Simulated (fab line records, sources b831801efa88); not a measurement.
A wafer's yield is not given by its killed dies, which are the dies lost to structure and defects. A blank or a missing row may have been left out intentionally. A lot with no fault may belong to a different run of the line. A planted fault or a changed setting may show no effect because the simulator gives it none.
fab line records -- flow sky130
record: lots: 13, wafers: 39, last_day: 50
route steps=708 shown VT_ADJUST_HVTP@93 VT_ADJUST_NCORE@129 VT_ADJUST_HVTR@135 PAD_OPEN@708
lots that met no fault: from a run of the same line without faults
start_h: hours from the record's opening day to when the first of the lot's shown wafers began -- wait_h: hours elapsed since this lot's preceding step -- " as in the row above -- L1.1+2: several wafers, shown together as one row -- - value missing, or start not given -- * or withheld: withheld -- < > ~ a bound
route shown NAME@n: names a module that has steps shown in the file, with the first one's number in the route -- usual: average and standard deviation across the fault-free wafers -- same: alike in all rows -- chamber/n: place in a boat -- sites: per-site readings -- _std_site: the values' standard deviation -- _edge_site: outer sites' mean less inner sites' -- radius_mm: how far each site lies from the wafer's centre -- mask NAME#n: copy n -- behind: the tool/chamber that last shaped the wafer -- hold: the reason the lot was held/the length of the hold in hours/how it ended -- device: whichever transistor did not switch (one of n, p or np) -- end of line: tests run on the same wafers once the route is complete -- for a step that has no rows: nothing shown but its recipe -- killed: not the wafer's yield, but the dies lost to structure and defects at the first sort -- map: the dies of a wafer, with x for killed, . for not killed, _ for no die there
set.NAME: setting as actually run; set.NAME@STEP: the setting as run at that earlier step -- model.NAME: the simulator's own value behind a step, which no gauge read
steps of the route over a sample of lots; a table a step, a row a wafer
services: when a tool's chamber went out of use (start_h, in hours from the record's first day, below 0 if earlier), for how many hours, and the reason
== steps ==
step: SKY_VT_ADJUST_HVTP_OVL_MEAS_08
usual: VT_ADJUST_HVTP_OVL: -0.2/1.5
lot.wafer,tool,chamber,start_h,wait_h,VT_ADJUST_HVTP_OVL[nm]
L126.2,overlay-02,-,128.59,0.1,-1.9
L126.3,overlay-02,-,128.59,0.1,-0.8
L126.4,overlay-02,-,128.59,0.1,-0.4
L127.3,overlay-02,-,130.62,0.1,0.0
L127.5,overlay-02,-,130.62,0.1,1.1
L127.6,overlay-02,-,130.62,0.1,0.4
L129.2,overlay-02,-,146.69,0.1,0.1
L129.3,overlay-02,-,146.69,0.1,1.0
L129.6,overlay-02,-,146.69,0.1,0.7
L130.3,overlay-02,-,151.41,0.1,3.0
L130.4,overlay-02,-,151.41,0.1,1.2
L130.5,overlay-02,-,151.41,0.1,0.0
L133.1,overlay-02,-,168.73,0.1,1.5
L133.3,overlay-02,-,168.73,0.1,1.3
L133.6,overlay-02,-,168.73,0.1,2.1
L136.2,overlay-01,-,186.99,0.1,-0.5
L136.5,overlay-01,-,186.99,0.1,-0.9
L136.6,overlay-01,-,186.99,0.1,-1.3
L137.1,overlay-02,-,198.08,0.1,-1.9
L137.4,overlay-02,-,198.08,0.1,-3.1
L137.6,overlay-02,-,198.08,0.1,-0.2
L139.2,overlay-02,-,205.36,0.1,-1.5
L139.4,overlay-02,-,205.36,0.1,-4.1
L139.5,overlay-02,-,205.36,0.1,0.0
L140.2,overlay-02,-,214.79,0.1,1.1
L140.3,overlay-02,-,214.79,0.1,-0.7
L140.5,overlay-02,-,214.79,0.1,-0.2
L141.2,overlay-01,-,220.49,0.1,-0.4
L141.3,overlay-01,-,220.49,0.1,-1.2
L141.6,overlay-01,-,220.49,0.1,-0.8
L142.1,overlay-01,-,227.53,0.1,-2.0
L142.4,overlay-01,-,227.53,0.1,-2.1
L142.5,overlay-01,-,227.53,0.1,0.7
L143.1,overlay-01,-,237.06,0.1,-0.2
L143.2,overlay-01,-,237.06,0.1,-0.7
L143.4,overlay-01,-,237.06,0.1,-1.0
L147.1,overlay-02,-,259.58,0.1,2.2
L147.4,overlay-02,-,259.58,0.1,0.2
L147.6,overlay-02,-,259.58,0.1,0.8
step: SKY_VT_ADJUST_NCORE_STRIP_10
recipe: chemistry: O2/N2, power_w: 1400, pressure_mtorr: 1500, platen_temp_c: withheld, o2_flow_sccm: 3000, n2_flow_sccm: 300, overash_fraction: 0.5
usual: drypump_motor_current_A: 5.67/0.26, oes_product_au: 0.715/0.0047, strip_time_to_endpoint_s: 14.17/0.049
lot.wafer,tool,chamber,start_h,wait_h,drypump_motor_current_A,oes_product_au,rf_hours_counter_h,strip_time_to_endpoint_s
L126.2,plasma_asher-01,0,190.92,0.1,6.01,0.715,49,14.28
L126.3,plasma_asher-01,0,190.92,0.1,5.99,0.720,-,14.27
L126.4,plasma_asher-01,1,190.92,0.1,5.79,0.709,-,14.24
L127.3,plasma_asher-01,0,195.45,0.1,5.98,0.720,-,14.23
L127.5,plasma_asher-01,1,195.45,0.1,5.79,0.725,-,14.20
L127.6,plasma_asher-01,0,195.45,0.1,5.97,0.715,-,14.18
L129.2,plasma_asher-02,1,211.67,0.1,5.59,0.719,40,14.13
L129.3,plasma_asher-02,0,211.67,0.1,6.11,0.713,-,14.13
L129.6,plasma_asher-02,0,211.67,0.1,6.08,0.716,-,14.14
L130.3,plasma_asher-03,0,218.48,0.1,5.33,0.720,-,14.12
L130.4,plasma_asher-03,1,218.48,0.1,5.62,0.714,-,14.11
L130.5,plasma_asher-03,0,218.48,0.1,5.31,0.719,-,14.08
L133.1,plasma_asher-03,0,237.82,0.1,5.34,0.711,11,14.12
L133.3,plasma_asher-03,1,237.82,0.1,5.61,0.711,-,14.13
L133.6,plasma_asher-03,0,237.82,0.1,5.34,0.713,-,14.12
L136.2,plasma_asher-01,0,258.82,0.1,5.98,0.708,55,14.20
L136.5,plasma_asher-01,1,258.82,0.1,5.78,0.721,-,14.20
L136.6,plasma_asher-01,0,258.82,0.1,5.98,0.715,-,14.20
L137.1,plasma_asher-01,1,271.22,0.1,5.79,0.721,57,14.13
L137.4,plasma_asher-01,0,271.22,0.1,5.99,0.718,-,14.16
L137.6,plasma_asher-01,1,271.22,0.1,5.79,0.720,-,14.17
L139.2,plasma_asher-03,0,279.07,0.1,5.29,0.716,15,14.14
L139.4,plasma_asher-03,0,279.07,0.1,5.31,0.719,-,14.17
L139.5,plasma_asher-03,1,279.07,0.1,5.62,0.712,-,14.14
L140.2,plasma_asher-02,0,291.33,0.1,6.05,0.717,48,14.12
L140.3,plasma_asher-02,0,291.33,0.1,6.01,0.716,-,14.11
L140.5,plasma_asher-02,1,291.33,0.1,5.61,0.720,-,14.13
L141.2,plasma_asher-02,1,296.67,0.1,5.60,0.723,49,14.26
L141.3,plasma_asher-02,0,296.67,0.1,6.05,0.715,-,14.23
L141.6,plasma_asher-02,1,296.67,0.1,5.60,0.715,-,14.23
L142.1,plasma_asher-03,0,305.72,0.1,5.32,0.715,16,14.17
L142.4,plasma_asher-03,1,305.72,0.1,5.58,0.714,-,14.19
L142.5,plasma_asher-03,0,305.72,0.1,5.31,0.720,-,14.19
L143.1,plasma_asher-03,1,315.27,0.1,5.60,0.711,17,14.24
L143.2,plasma_asher-03,0,315.27,0.1,5.29,0.714,17,14.18
L143.4,plasma_asher-03,0,315.27,0.1,5.31,0.719,-,14.17
L147.1,plasma_asher-01,1,341.93,0.1,5.78,0.708,64,14.14
L147.4,plasma_asher-01,0,341.93,0.1,6.01,0.715,-,14.14
L147.6,plasma_asher-01,0,341.93,0.1,5.99,0.707,-,14.14
step: SKY_VT_ADJUST_HVTR_EXPOSE_04
recipe: mask_id: HVTRM, target_cd_nm: 380, na: 0.6, source_shape: conventional, sigma_outer: 0.6, dose_mj: 150
lot.wafer,tool,chamber,start_h,wait_h,mask
L126.2+3+4,iline_stepper-01,0,202.63,-,HVTRM#0
L127.3+5+6,iline_stepper-01,0,207.26,-,HVTRM#0
L129.2+3+6,iline_stepper-01,0,222.99,-,HVTRM#0
L130.3+4+5,iline_stepper-01,0,230.43,-,HVTRM#0
L133.1+3+6,iline_stepper-02,0,250.10,-,HVTRM#0
L136.2+5+6,iline_stepper-01,0,271.06,-,HVTRM#0
L137.1+4+6,iline_stepper-02,0,284.76,-,HVTRM#0
L139.2+4+5,iline_stepper-02,0,292.75,-,HVTRM#0
L140.2+3+5,iline_stepper-02,0,304.69,-,HVTRM#0
L141.2+3+6,iline_stepper-01,0,310.93,-,HVTRM#0
L142.1+4+5,iline_stepper-01,0,320.21,-,HVTRM#0
L143.1+2+4,iline_stepper-01,0,329.47,-,HVTRM#0
L147.1+4+6,iline_stepper-01,0,355.84,-,HVTRM#0
step: SKY_VT_ADJUST_HVTR_CD_MEAS_07
recipe: target_cd_nm: 380
usual: cd_nm: 380.6/2.1
lot.wafer,tool,chamber,start_h,wait_h,cd_nm
L126.2,cd_sem-01,-,213.64,0.1,385.9
L126.3,cd_sem-01,-,213.64,0.1,384.8
L126.4,cd_sem-01,-,213.64,0.1,383.8
L127.3,cd_sem-02,-,218.30,0.3,382.2
L127.5,cd_sem-02,-,218.30,0.3,381.8
L127.6,cd_sem-02,-,218.30,0.3,384.5
L129.2,cd_sem-02,-,235.39,0.1,379.7
L129.3,cd_sem-02,-,235.39,0.1,377.8
L129.6,cd_sem-02,-,235.39,0.1,379.2
L130.3,cd_sem-02,-,242.25,0.1,382.7
L130.4,cd_sem-02,-,242.25,0.1,383.7
L130.5,cd_sem-02,-,242.25,0.1,382.7
L133.1,cd_sem-02,-,262.92,0.1,380.9
L133.3,cd_sem-02,-,262.92,0.1,383.5
L133.6,cd_sem-02,-,262.92,0.1,381.2
L136.2,cd_sem-02,-,284.24,0.1,378.0
L136.5,cd_sem-02,-,284.24,0.1,375.8
L136.6,cd_sem-02,-,284.24,0.1,379.1
L137.1,cd_sem-01,-,297.72,0.1,382.5
L137.4,cd_sem-01,-,297.72,0.1,383.5
L137.6,cd_sem-01,-,297.72,0.1,383.5
L139.2,cd_sem-01,-,305.61,0.1,383.3
L139.4,cd_sem-01,-,305.61,0.1,380.3
L139.5,cd_sem-01,-,305.61,0.1,382.1
L140.2,cd_sem-01,-,318.64,0.1,382.2
L140.3,cd_sem-01,-,318.64,0.1,379.6
L140.5,cd_sem-01,-,318.64,0.1,377.6
L141.2,cd_sem-02,-,325.13,0.1,382.3
L141.3,cd_sem-02,-,325.13,0.1,380.1
L141.6,cd_sem-02,-,325.13,0.1,380.1
L142.1,cd_sem-01,-,333.51,0.1,381.9
L142.4,cd_sem-01,-,333.51,0.1,383.1
L142.5,cd_sem-01,-,333.51,0.1,383.3
L143.1,cd_sem-02,-,342.57,0.1,381.2
L143.2,cd_sem-02,-,342.57,0.1,377.9
L143.4,cd_sem-02,-,342.57,0.1,378.4
L147.1,cd_sem-02,-,368.93,0.2,382.6
L147.4,cd_sem-02,-,368.93,0.2,378.9
L147.6,cd_sem-02,-,368.93,0.2,380.5
step: SKY_VT_ADJUST_HVTR_OVL_MEAS_08
usual: VT_ADJUST_HVTR_OVL: 1.2/1.4
lot.wafer,tool,chamber,start_h,wait_h,hold,VT_ADJUST_HVTR_OVL[nm]
L126.2,overlay-02,-,213.75,0.1,-,0.5
L126.3,overlay-02,-,213.75,0.1,-,-0.2
L126.4,overlay-02,-,213.75,0.1,-,1.0
L127.3,overlay-02,-,218.39,0.1,-,-1.2
L127.5,overlay-02,-,218.39,0.1,-,0.0
L127.6,overlay-02,-,218.39,0.1,-,0.5
L129.2,overlay-02,-,235.50,0.1,-,3.3
L129.3,overlay-02,-,235.50,0.1,-,1.5
L129.6,overlay-02,-,235.50,0.1,-,3.6
L130.3,overlay-02,-,242.34,0.1,-,2.6
L130.4,overlay-02,-,242.34,0.1,-,1.2
L130.5,overlay-02,-,242.34,0.1,-,1.2
L133.1,overlay-02,-,263.04,0.1,-,-2.3
L133.3,overlay-02,-,263.04,0.1,-,0.8
L133.6,overlay-02,-,263.04,0.1,-,0.4
L136.2,overlay-02,-,284.35,0.1,-,1.6
L136.5,overlay-02,-,284.35,0.1,-,1.2
L136.6,overlay-02,-,284.35,0.1,-,0.9
L137.1,overlay-01,-,297.84,0.1,await_dispo/0.2h/release,-104.8
L137.4,overlay-01,-,297.84,0.1,await_dispo/0.2h/release,-102.3
L137.6,overlay-01,-,297.84,0.1,await_dispo/0.2h/release,-104.0
L137.1,overlay-01,-,298.04,0.2,-,-105.4
L137.4,overlay-01,-,298.04,0.2,-,-103.5
L137.6,overlay-01,-,298.04,0.2,-,-104.2
L139.2,overlay-02,-,305.71,0.1,await_dispo/0.2h/release,-103.3
L139.4,overlay-02,-,305.71,0.1,await_dispo/0.2h/release,-100.8
L139.5,overlay-02,-,305.71,0.1,await_dispo/0.2h/release,-101.4
L139.2,overlay-02,-,305.92,0.2,-,-104.1
L139.4,overlay-02,-,305.92,0.2,-,-101.9
L139.5,overlay-02,-,305.92,0.2,-,-103.0
L140.2,overlay-02,-,318.75,0.1,await_dispo/0.2h/release,-106.6
L140.3,overlay-02,-,318.75,0.1,await_dispo/0.2h/release,-104.5
L140.5,overlay-02,-,318.75,0.1,await_dispo/0.2h/release,-105.0
L140.2,overlay-02,-,318.95,0.2,-,-107.4
L140.3,overlay-02,-,318.95,0.2,-,-105.3
L140.5,overlay-02,-,318.95,0.2,-,-106.0
L141.2,overlay-02,-,325.24,0.1,-,1.3
L141.3,overlay-02,-,325.24,0.1,-,0.9
L141.6,overlay-02,-,325.24,0.1,-,1.2
L142.1,overlay-01,-,333.63,0.1,-,1.6
L142.4,overlay-01,-,333.63,0.1,-,4.4
L142.5,overlay-01,-,333.63,0.1,-,-0.2
L143.1,overlay-02,-,342.69,0.1,-,3.4
L143.2,overlay-02,-,342.69,0.1,-,2.7
L143.4,overlay-02,-,342.69,0.1,-,2.2
L147.1,overlay-02,-,369.05,0.1,-,0.7
L147.4,overlay-02,-,369.05,0.1,-,0.0
L147.6,overlay-02,-,369.05,0.1,-,0.1
step: SKY_PAD_OPEN_PROBE_99
usual: defect_limited_yield: 82.7/1.9, killed_at_M0_to_M3: 43/7.3, killed_at_M4_up: 3.2/1.9, killed_at_contacts: 24/5.5, killed_at_front_end: 15/4.7, killed_at_other: 0.5/0.75, killed_dies: 85/9.5, killed_open: 46/7, killed_short: 38/7.4, sort_bin_3_pad_short: 0.9/0.43, sort_bin_5_function: 10.1/1.4, sort_bin_6_memory: 6.3/1, sort_bin_8_speed: 0.2/0.37, sort_n_pass: 406/9.4, sort_yield_pct: 82.5/1.9
same: gross_dies: 492, killed_at_back_side: 0, sort_bin_4_leakage[%]: 0
lot.wafer,tool,chamber,start_h,wait_h,defect_limited_yield[%],killed_at_M0_to_M3,killed_at_M4_up,killed_at_contacts,killed_at_front_end,killed_at_other,killed_dies,killed_open,killed_short,sort_bin_3_pad_short[%],sort_bin_5_function[%],sort_bin_6_memory[%],sort_bin_8_speed[%],sort_n_pass,sort_yield_pct[%]
L129.2,prober-02,-,1117.18,0.1,82.9,34,3,33,14,0,84,49,35,0.2,10.0,6.9,0,408,82.9
L129.3,prober-02,-,1117.23,0.2,82.3,46,4,18,18,1,87,45,42,0.8,10.0,6.9,0,405,82.3
L129.6,prober-02,-,1117.38,0.2,83.3,52,2,21,4,3,82,47,35,1.2,10.4,5.1,0,410,83.3
L130.3,prober-01,-,1127.88,0.2,84.8,42,6,20,7,0,75,37,38,0.8,9.8,4.7,0.2,416,84.6
L130.4,prober-01,-,1127.93,0.2,83.9,38,1,25,13,2,79,38,41,0.6,9.8,5.7,0,413,83.9
L130.5,prober-01,-,1127.98,0.2,84.6,38,5,18,15,0,76,38,38,0.6,8.3,6.5,0.2,415,84.3
killed by level:class
L129.2 LI_CONTACT:geometric_particle:open=12 VIA1:geometric_particle:open=9 LOCAL_INTERCONNECT:geometric_particle:short=8 VIA3:geometric_particle:open=7 CONTACT:geometric_particle:open=6 METAL2:geometric_particle:short=5 VIA2:geometric_particle:open=5 POLY_GATE:geometric_particle:short=4
L129.3 VIA1:geometric_particle:open=13 METAL2:geometric_particle:short=9 METAL1:geometric_particle:short=8 POLY_GATE:geometric_particle:open=6 CONTACT:geometric_particle:open=6 VIA3:geometric_particle:open=5 CONTACT:geometric_particle:short=4 FIELD_ISO:geometric_particle:short=3
L129.6 VIA1:geometric_particle:open=12 CONTACT:geometric_particle:open=9 VIA2:geometric_particle:open=9 VIA3:geometric_particle:open=6 VIA1:geometric_particle:short=5 METAL2:geometric_particle:short=5 VIA3:geometric_particle:short=5 LI_CONTACT:geometric_particle:short=4
L130.3 VIA1:geometric_particle:open=8 LI_CONTACT:geometric_particle:open=7 CONTACT:geometric_particle:open=6 VIA3:geometric_particle:open=6 VIA3:geometric_particle:short=6 METAL2:geometric_particle:short=4 VIA1:geometric_particle:short=4 VIA2:geometric_particle:open=4
L130.4 CONTACT:geometric_particle:open=10 METAL1:geometric_particle:short=7 VIA1:geometric_particle:open=7 LOCAL_INTERCONNECT:geometric_particle:short=5 METAL2:geometric_particle:short=4 CONTACT:geometric_particle:short=4 VIA3:geometric_particle:open=4 VIA3:geometric_particle:short=4
L130.5 VIA1:geometric_particle:open=8 CONTACT:geometric_particle:open=7 VIA1:geometric_particle:short=6 CONTACT:geometric_particle:short=5 VIA2:geometric_particle:open=5 METAL4:geometric_particle:short=5 POLY_GATE:geometric_particle:open=4 METAL1:geometric_particle:short=4
== services ==
tool,chamber,start_h,hours,kind
iline_stepper-02,-,219.57,1.7,pm
iline_stepper-01,-,224.84,1.7,pm
iline_stepper-02,-,226.51,2.1,pm
iline_stepper-02,-,228.59,-,consumable_replace:lamp
plasma_asher-03,-,232.66,1.1,repair
iline_stepper-02,-,256.96,8.4,repair
plasma_asher-03,-,263.08,4.1,repair
plasma_asher-03,-,289.54,9.0,repair
iline_stepper-01,0,291.56,-,calibration
iline_stepper-02,0,291.92,-,calibration
== key ==
first_sign: step: SKY_VT_ADJUST_HVTR_OVL_MEAS_08, reading: visit, direction: added
effect: step: SKY_VT_ADJUST_HVTR_OVL_MEAS_08, reading: VT_ADJUST_HVTR_OVL, direction: down, sigmas: 75, usual: 1.2, struck: -103.6
met_at SKY_VT_ADJUST_HVTR_EXPOSE_04
struck_lots L137,L139,L140
scrapped_behind SKY_VT_ADJUST_HVTR_OVL_MEAS_08 L137.1,L137.4,L137.6,L139.2,L139.4,L139.5,L140.2,L140.3,L140.5
not_acting_at SKY_VT_ADJUST_HVTP_OVL_MEAS_08,SKY_VT_ADJUST_NCORE_STRIP_10,SKY_VT_ADJUST_HVTR_CD_MEAS_07
onset_between 250.10 284.76
fault: kind: scanner_matching_overlay, tool: iline_stepper-02, chamber: -, onset_h: 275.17, steps: SKY_VT_ADJUST_HVTR_EXPOSE_04, offset: -104.8
